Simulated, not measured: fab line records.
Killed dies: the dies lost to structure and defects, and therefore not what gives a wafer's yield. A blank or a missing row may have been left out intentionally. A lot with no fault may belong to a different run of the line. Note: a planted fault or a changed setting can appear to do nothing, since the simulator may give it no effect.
Problem report in the 8D (eight disciplines) form, filled by code / flow sky130 / the parts of the form that need people (team, actions taken, sign-off) are left out

## 1. PROBLEM STATEMENT
At SKY_LI_CONTACT_CMP_02, time-to-endpoint-s averages 17.1 s over 6 wafers from 2 lots, while fault-free wafers read 30.2 s, standard deviation 2.4. That is -5.4 standard deviations from the usual mean.
The step: polishes PSG.
The first sign was on wafer L825.1 at day 28 20:22, on cmp-01. Wafers with a number at this step in the record: 42, from 14 lots. By rule, "out" or "out of limits" means more than 4 standard deviations away from the usual mean. All remaining wafers that have a number are taken as sound.

## 2. WHAT IT IS AND WHAT IT IS NOT
question=which readings at this step | is=time-to-endpoint-s | is not=motor-current-A, slurry-filter-dp-kPa
question=which lots | is=L825, L826 | is not=L823, L824, L836, L837, L839, L840, L841, L842, L843, L844, L845, L846
question=which wafers of those lots | is=all that have a number | is not=-
question=read on which tools | is=cmp-01 | is not=cmp-02
question=when | is=from day 28 20:22 | is not=up to then (6 sound wafers); but 30 sound wafers of L836, L837, L839, L840, L841, L842, L843, L844, L845, L846 came after

## 3. SUSPECTS, AND WHAT RULES EACH OUT
Counting: a tool at a process step up to the reading stays a suspect if it ran every lot that is out and no sound lot after the first of them.
- cmp-01 at SKY_LI_CONTACT_CMP_02 (polishes PSG): ruled out as a lasting fault. The sound lots L836, L839, L841, L842, L844, L845 went through it after L825, its earliest lot that is out (day 28 20:22).
Left after counting: nothing in the record.

## 4. THE CAUSE (what the simulator had put in)
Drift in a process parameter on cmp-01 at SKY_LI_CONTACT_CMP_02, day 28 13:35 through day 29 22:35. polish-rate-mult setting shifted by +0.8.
Counting ruled it out, wrongly.

## 5. THE CHAIN OF EFFECTS, in route order
Each row: a reading whose mean over the struck wafers that have a number lies more than 3 standard deviations from the usual. Readings are gone through only where the record gives a usual standard deviation; hours: the median, over the lots, of the time from a lot's start at the first step in this table giving one to that lot's start at this step; sigmas: the change measured in usual standard deviations.
hours=0; step=SKY_LI_CONTACT_CMP_02; reading=time-to-endpoint-s; usual=30.2 s; on struck wafers=17.1; change=-13.1; sigmas=-5.4
It contains these process steps:
- SKY_LI_CONTACT_CMP_02: polishes PSG.
Later steps that measure or inspect, where all struck wafers having a row at the step show a number for every such reading and not one has moved that far: SKY_LI_CONTACT_BOW_MEAS_03.

## 6. HOW IT WOULD HAVE BEEN CAUGHT EARLIER
In this record the first reading out of limits was taken at day 28 20:22, 7 hours after the fault began at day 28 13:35.
